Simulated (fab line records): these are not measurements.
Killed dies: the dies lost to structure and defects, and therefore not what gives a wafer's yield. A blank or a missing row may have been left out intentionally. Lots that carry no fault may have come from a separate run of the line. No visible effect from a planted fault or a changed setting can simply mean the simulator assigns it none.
Which tool is to blame? || flow gf180mcu || Sampling: 6 lots, 18 wafers, 2 of 602 route steps

## WHAT EACH GAUGE READ, for each wafer
GF_CONTACT_THK_MEAS_01.
{"lot": "L793", "measured": "day 15 18:22", "on": "film_metro-01", "CONTACT_CVD_00_THK (nm)": "303 310 306"}
{"lot": "L795", "measured": "day 17 00:46", "on": "film_metro-01", "CONTACT_CVD_00_THK (nm)": "305 303 306"}
{"lot": "L797", "measured": "day 17 21:30", "on": "film_metro-04", "CONTACT_CVD_00_THK (nm)": "307 305 307"}
{"lot": "L801", "measured": "day 19 02:14", "on": "film_metro-01", "CONTACT_CVD_00_THK (nm)": "299 298 300"}
{"lot": "L804", "measured": "day 20 00:20", "on": "film_metro-01", "CONTACT_CVD_00_THK (nm)": "303 306 148 303 306 148"}
{"lot": "L808", "measured": "day 21 11:10", "on": "film_metro-01", "CONTACT_CVD_00_THK (nm)": "307 303 304"}

## TOOL THAT RAN EACH LOT (tool first, then ch and the chambers of the sampled wafers, then the start)
{"lot": "L793", "GF_CONTACT_CVD_00": "hdpcvd-01 ch 1,2, day 15 18:18"}
{"lot": "L795", "GF_CONTACT_CVD_00": "hdpcvd-01 ch 0,1,2, day 17 00:43"}
{"lot": "L797", "GF_CONTACT_CVD_00": "hdpcvd-01 ch 1,2, day 17 21:26"}
{"lot": "L801", "GF_CONTACT_CVD_00": "hdpcvd-02 ch 1,2, day 19 02:08"}
{"lot": "L804", "GF_CONTACT_CVD_00": "hdpcvd-02 ch 0,1,2, day 20 00:17"}
{"lot": "L808", "GF_CONTACT_CVD_00": "hdpcvd-01 ch 0,1,2, day 21 11:07"}
- GF_CONTACT_CVD_00: deposits SiO2, target thk 300 nm, time 50 s.

## THE ANSWER, worked out from the rows above alone
Rule: usual is defined by the lots themselves. Put in order of their means at a reading, lots are off if they are a third of the lots or fewer, leave a main group of 4 or more, and stand apart from it by a gap of 3 or more times the standard deviation of the main group's means; of several such gaps the widest counts. Not used: any main group whose means are identical at the precision the tables above print for the reading. A lot without any number at a reading at which 4 lots or more have one is off too. The other lots that the step has rows for count as sound.
Off: L804, at GF_CONTACT_THK_MEAS_01 (CONTACT_CVD_00_THK). Main group: mean 304 nm, sd 2.7.
A tool fits if, at a process step before that reading, it ran every lot that is off, and no sound lot after the first of them. Gauges at GF_CONTACT_THK_MEAS_01: tried the same way as those tools. One candidate fits, namely hdpcvd-02 at GF_CONTACT_CVD_00. Its last sound lot is L801 (day 19 02:08), its first lot that is off L804 (day 20 00:17): a fault that began between those two fits.

## WHAT THE SIMULATOR PUT IN
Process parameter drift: hdpcvd-02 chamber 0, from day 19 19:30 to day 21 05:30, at GF_CONTACT_CVD_00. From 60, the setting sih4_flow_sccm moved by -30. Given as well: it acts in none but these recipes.
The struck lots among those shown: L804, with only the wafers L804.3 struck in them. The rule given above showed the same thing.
